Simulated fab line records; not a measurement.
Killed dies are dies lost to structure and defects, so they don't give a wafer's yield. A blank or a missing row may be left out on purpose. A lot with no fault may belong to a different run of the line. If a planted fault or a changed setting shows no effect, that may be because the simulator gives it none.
Which of the tools did it? :: flow sfq-line :: 15 lots, 45 wafers sampled, at 4 steps of a route of 325

== WHAT THE GAUGES SHOWED, per wafer ==
SFQ_M8_RS_MEAS_949: uses a four-point probe to measure.
lot: L480
measured: day 77 02:04
on: film-metro-01
M8_AU_RS (ohm/sq): 0.1548 0.1553 0.1514

lot: L484
measured: day 77 12:52
on: film-metro-04
M8_AU_RS (ohm/sq): 0.1527 0.1537 0.1537

lot: L485
measured: day 80 06:13
on: film-metro-04
M8_AU_RS (ohm/sq): 0.1542 0.1517 0.1537

lot: L486
measured: day 80 07:25
on: film-metro-02
M8_AU_RS (ohm/sq): 0.1536 0.1515 0.1543

lot: L487
measured: day 80 12:13
on: film-metro-04
M8_AU_RS (ohm/sq): 0.1518 0.1518 0.1505

lot: L488
measured: day 81 14:26
on: film-metro-04
M8_AU_RS (ohm/sq): 0.1553 0.1556 0.1558

lot: L491
measured: day 84 11:06
on: film-metro-01
M8_AU_RS (ohm/sq): 0.1521 0.1549 0.1530

lot: L492
measured: day 84 18:18
on: film-metro-02
M8_AU_RS (ohm/sq): 0.1544 0.1562 0.1536

lot: L493
measured: day 84 23:06
on: film-metro-02
M8_AU_RS (ohm/sq): 0.1532 0.1532 0.1532

lot: L497
measured: day 85 17:59
on: film-metro-02
M8_AU_RS (ohm/sq): 0.1560 0.1534 0.1546

lot: L499
measured: day 86 01:12
on: film-metro-04
M8_AU_RS (ohm/sq): 0.1533 0.1526 0.1552

lot: L500
measured: day 86 03:34
on: film-metro-01
M8_AU_RS (ohm/sq): 0.1556 0.1531 0.1543

lot: L501
measured: day 86 04:46
on: film-metro-02
M8_AU_RS (ohm/sq): 0.1537 0.1538 0.1524

lot: L502
measured: day 86 10:47
on: film-metro-02
M8_AU_RS (ohm/sq): 0.1569 0.1554 0.1561

lot: L503
measured: day 86 14:23
on: film-metro-02
M8_AU_RS (ohm/sq): 0.1510 0.1518 0.1492

== EACH LOT AND THE TOOL THAT RAN IT (in order: tool; ch and the chambers of the sampled wafers; start) ==
lot: L480
SFQ_TRILAYER_I0_DEP_PECVD_027: pecvd-02 ch 0,1,2, day 10 18:40
SFQ_TRILAYER_A5B_METRO_MEASURE_131: film-metro-04, day 52 19:22
SFQ_TRILAYER_I7_VIA_BARC_OPEN_VIA_ETCH_260: rie-diel-04 ch 0,1,3, day 73 22:44

lot: L484
SFQ_TRILAYER_I0_DEP_PECVD_027: pecvd-02 ch 1,2, day 12 21:23
SFQ_TRILAYER_A5B_METRO_MEASURE_131: film-metro-04, day 53 13:59
SFQ_TRILAYER_I7_VIA_BARC_OPEN_VIA_ETCH_260: rie-diel-03 ch 0,3, day 75 02:17

lot: L485
SFQ_TRILAYER_I0_DEP_PECVD_027: pecvd-03 ch 0,1,2, day 13 06:47
SFQ_TRILAYER_A5B_METRO_MEASURE_131: film-metro-01, day 53 22:59
SFQ_TRILAYER_I7_VIA_BARC_OPEN_VIA_ETCH_260: rie-diel-02 ch 1,2,3, day 80 00:32

lot: L486
SFQ_TRILAYER_I0_DEP_PECVD_027: pecvd-03 ch 0,2, day 13 13:59
SFQ_TRILAYER_A5B_METRO_MEASURE_131: film-metro-01, day 54 04:59
SFQ_TRILAYER_I7_VIA_BARC_OPEN_VIA_ETCH_260: rie-diel-03 ch 0,3, day 80 01:44

lot: L487
SFQ_TRILAYER_I0_DEP_PECVD_027: pecvd-02 ch 1,2, day 13 19:59
SFQ_TRILAYER_A5B_METRO_MEASURE_131: film-metro-03, day 54 10:22
SFQ_TRILAYER_I7_VIA_BARC_OPEN_VIA_ETCH_260: rie-diel-03 ch 0,2,3, day 80 06:32

lot: L488
SFQ_TRILAYER_I0_DEP_PECVD_027: pecvd-01 ch 0,1,2, day 14 06:31
SFQ_TRILAYER_A5B_METRO_MEASURE_131: film-metro-03, day 59 14:22
SFQ_TRILAYER_I7_VIA_BARC_OPEN_VIA_ETCH_260: rie-diel-02 ch 0,1,3, day 80 16:08

lot: L491
SFQ_TRILAYER_I0_DEP_PECVD_027: pecvd-02 ch 0,2, day 15 01:26
SFQ_TRILAYER_A5B_METRO_MEASURE_131: film-metro-04, day 61 08:16
SFQ_TRILAYER_I7_VIA_BARC_OPEN_VIA_ETCH_260: rie-diel-03 ch 0,1,2, day 81 06:32

lot: L492
SFQ_TRILAYER_I0_DEP_PECVD_027: pecvd-02 ch 0,1,2, day 15 09:50
SFQ_TRILAYER_A5B_METRO_MEASURE_131: film-metro-01, day 61 11:16
SFQ_TRILAYER_I7_VIA_BARC_OPEN_VIA_ETCH_260: rie-diel-04 ch 1,2,3, day 81 12:32

lot: L493
SFQ_TRILAYER_I0_DEP_PECVD_027: pecvd-02 ch 0,1, day 15 15:50
SFQ_TRILAYER_A5B_METRO_MEASURE_131: film-metro-04, day 61 20:16
SFQ_TRILAYER_I7_VIA_BARC_OPEN_VIA_ETCH_260: rie-diel-02 ch 0,1,2, day 81 18:32

lot: L497
SFQ_TRILAYER_I0_DEP_PECVD_027: pecvd-03 ch 1,2, day 18 04:13
SFQ_TRILAYER_A5B_METRO_MEASURE_131: film-metro-01, day 62 08:16
SFQ_TRILAYER_I7_VIA_BARC_OPEN_VIA_ETCH_260: rie-diel-04 ch 0,1,3, day 82 16:08

lot: L499
SFQ_TRILAYER_I0_DEP_PECVD_027: pecvd-02 ch 0,1, day 18 23:25
SFQ_TRILAYER_A5B_METRO_MEASURE_131: film-metro-04, day 62 12:52
SFQ_TRILAYER_I7_VIA_BARC_OPEN_VIA_ETCH_260: rie-diel-03 ch 0,2,3, day 83 01:44

lot: L500
SFQ_TRILAYER_I0_DEP_PECVD_027: pecvd-02 ch 0,1, day 19 19:50
SFQ_TRILAYER_A5B_METRO_MEASURE_131: film-metro-01, day 62 20:04
SFQ_TRILAYER_I7_VIA_BARC_OPEN_VIA_ETCH_260: rie-diel-02 ch 1,2,3, day 83 04:08

lot: L501
SFQ_TRILAYER_I0_DEP_PECVD_027: pecvd-02 ch 0,1,2, day 20 09:46
SFQ_TRILAYER_A5B_METRO_MEASURE_131: film-metro-04, day 63 00:28
SFQ_TRILAYER_I7_VIA_BARC_OPEN_VIA_ETCH_260: rie-diel-03 ch 1,2,3, day 83 07:56

lot: L502
SFQ_TRILAYER_I0_DEP_PECVD_027: pecvd-03 ch 0,2, day 20 14:55
SFQ_TRILAYER_A5B_METRO_MEASURE_131: film-metro-03, day 63 02:16
SFQ_TRILAYER_I7_VIA_BARC_OPEN_VIA_ETCH_260: rie-diel-03 ch 0,3, day 83 11:32

lot: L503
SFQ_TRILAYER_I0_DEP_PECVD_027: pecvd-03 ch 0,2, day 20 22:47
SFQ_TRILAYER_A5B_METRO_MEASURE_131: film-metro-03, day 64 11:14
SFQ_TRILAYER_I7_VIA_BARC_OPEN_VIA_ETCH_260: rie-diel-04 ch 1,3, day 83 14:06
- SFQ_TRILAYER_I0_DEP_PECVD_027: deposits SiO2 from SiH4/N2O, time 111.11 s, target thk 500 nm.
- SFQ_TRILAYER_A5B_METRO_MEASURE_131
- SFQ_TRILAYER_I7_VIA_BARC_OPEN_VIA_ETCH_260: etches BARC in O2, target depth 125 nm, time 41.7 s.

== WHAT THE TOOLS THEMSELVES READ (means of the sampled wafers that have a number; where no wafer has one, the mark that the record gives instead) ==
SFQ_TRILAYER_I0_DEP_PECVD_027.
lot: L480
tool: pecvd-02
heater-power-w (W): 93
rf-fwd-power-W (W): 182.3
throttle-valve-pct (%): 22.6

lot: L484
tool: pecvd-02
heater-power-w (W): 89
rf-fwd-power-W (W): 182.3
throttle-valve-pct (%): 22.4

lot: L485
tool: pecvd-03
heater-power-w (W): 78
rf-fwd-power-W (W): 182.0
throttle-valve-pct (%): 25.0

lot: L486
tool: pecvd-03
heater-power-w (W): 93
rf-fwd-power-W (W): 182.3
throttle-valve-pct (%): 25.4

lot: L487
tool: pecvd-02
heater-power-w (W): 96
rf-fwd-power-W (W): 182.5
throttle-valve-pct (%): 22.8

lot: L488
tool: pecvd-01
heater-power-w (W): 92
rf-fwd-power-W (W): 182.5
throttle-valve-pct (%): 26.1

lot: L491
tool: pecvd-02
heater-power-w (W): 95
rf-fwd-power-W (W): 152.9
throttle-valve-pct (%): 23.2

lot: L492
tool: pecvd-02
heater-power-w (W): 106
rf-fwd-power-W (W): 152.7
throttle-valve-pct (%): 22.9

lot: L493
tool: pecvd-02
heater-power-w (W): 92
rf-fwd-power-W (W): 152.7
throttle-valve-pct (%): 22.8

lot: L497
tool: pecvd-03
heater-power-w (W): 67
rf-fwd-power-W (W): 182.2
throttle-valve-pct (%): 24.5

lot: L499
tool: pecvd-02
heater-power-w (W): 79
rf-fwd-power-W (W): 182.2
throttle-valve-pct (%): 23.2

lot: L500
tool: pecvd-02
heater-power-w (W): 81
rf-fwd-power-W (W): 182.0
throttle-valve-pct (%): 23.0

lot: L501
tool: pecvd-02
heater-power-w (W): 92
rf-fwd-power-W (W): 182.3
throttle-valve-pct (%): 23.2

lot: L502
tool: pecvd-03
heater-power-w (W): 92
rf-fwd-power-W (W): 182.0
throttle-valve-pct (%): 25.2

lot: L503
tool: pecvd-03
heater-power-w (W): 86
rf-fwd-power-W (W): 182.3
throttle-valve-pct (%): 25.3

SFQ_TRILAYER_A5B_METRO_MEASURE_131.
lot: L480
tool: film-metro-04
thk-nm (nm): 339

lot: L484
tool: film-metro-04
thk-nm (nm): 348

lot: L485
tool: film-metro-01
thk-nm (nm): 347

lot: L486
tool: film-metro-01
thk-nm (nm): 347

lot: L487
tool: film-metro-03
thk-nm (nm): 342

lot: L488
tool: film-metro-03
thk-nm (nm): 350

lot: L491
tool: film-metro-04
thk-nm (nm): 340

lot: L492
tool: film-metro-01
thk-nm (nm): 335

lot: L493
tool: film-metro-04
thk-nm (nm): 333

lot: L497
tool: film-metro-01
thk-nm (nm): 330

lot: L499
tool: film-metro-04
thk-nm (nm): 344

lot: L500
tool: film-metro-01
thk-nm (nm): 343

lot: L501
tool: film-metro-04
thk-nm (nm): 342

lot: L502
tool: film-metro-03
thk-nm (nm): 336

lot: L503
tool: film-metro-03
thk-nm (nm): 337

SFQ_TRILAYER_I7_VIA_BARC_OPEN_VIA_ETCH_260.
lot: L480
tool: rie-diel-04
drypump-motor-current-A (A): 5.7
oes-product-au (a.u.): 0.684

lot: L484
tool: rie-diel-03
drypump-motor-current-A (A): 5.6
oes-product-au (a.u.): 0.683

lot: L485
tool: rie-diel-02
drypump-motor-current-A (A): 5.7
oes-product-au (a.u.): 0.686

lot: L486
tool: rie-diel-03
drypump-motor-current-A (A): 5.6
oes-product-au (a.u.): 0.685

lot: L487
tool: rie-diel-03
drypump-motor-current-A (A): 5.7
oes-product-au (a.u.): 0.683

lot: L488
tool: rie-diel-02
drypump-motor-current-A (A): 5.7
oes-product-au (a.u.): 0.686

lot: L491
tool: rie-diel-03
drypump-motor-current-A (A): 5.6
oes-product-au (a.u.): 0.687

lot: L492
tool: rie-diel-04
drypump-motor-current-A (A): 5.5
oes-product-au (a.u.): 0.680

lot: L493
tool: rie-diel-02
drypump-motor-current-A (A): 5.6
oes-product-au (a.u.): 0.688

lot: L497
tool: rie-diel-04
drypump-motor-current-A (A): 5.7
oes-product-au (a.u.): 0.687

lot: L499
tool: rie-diel-03
drypump-motor-current-A (A): 5.7
oes-product-au (a.u.): 0.684

lot: L500
tool: rie-diel-02
drypump-motor-current-A (A): 5.7
oes-product-au (a.u.): 0.681

lot: L501
tool: rie-diel-03
drypump-motor-current-A (A): 5.3
oes-product-au (a.u.): 0.688

lot: L502
tool: rie-diel-03
drypump-motor-current-A (A): 5.3
oes-product-au (a.u.): 0.687

lot: L503
tool: rie-diel-04
drypump-motor-current-A (A): 5.6
oes-product-au (a.u.): 0.685

== THE ANSWER, worked out from the rows above alone ==
Rule: what is usual is taken from the lots themselves. Put in order of their means at a reading, lots are off if they are a third of the lots or fewer, leave a main group of 4 or more, and stand apart from it by a gap of 3 or more times the standard deviation of the main group's means; of several such gaps the widest counts. A main group whose means are all the same, to the digits that the tables above print for the reading, isn't used. A lot without any number at a reading at which 4 lots or more have one is off too. Where the step has rows for the other lots, those lots are counted as sound. First the gauges in route order, then the tools' own readings, where a lot's mean is used as printed above. The first step at which some lot is off is used, and at that step the reading that is off furthest; a lot without a number counts as furthest.
Off: L491, L492, L493, at SFQ_TRILAYER_I0_DEP_PECVD_027 (rf-fwd-power-W). Main group: mean 182.2 W, sd 0.17.
A tool fits if, at that step or a process step before it, it ran every lot that is off, and no sound lot after the first of them. Of those tried, none fits.

== WHAT WAS PUT IN BY THE SIMULATOR ==
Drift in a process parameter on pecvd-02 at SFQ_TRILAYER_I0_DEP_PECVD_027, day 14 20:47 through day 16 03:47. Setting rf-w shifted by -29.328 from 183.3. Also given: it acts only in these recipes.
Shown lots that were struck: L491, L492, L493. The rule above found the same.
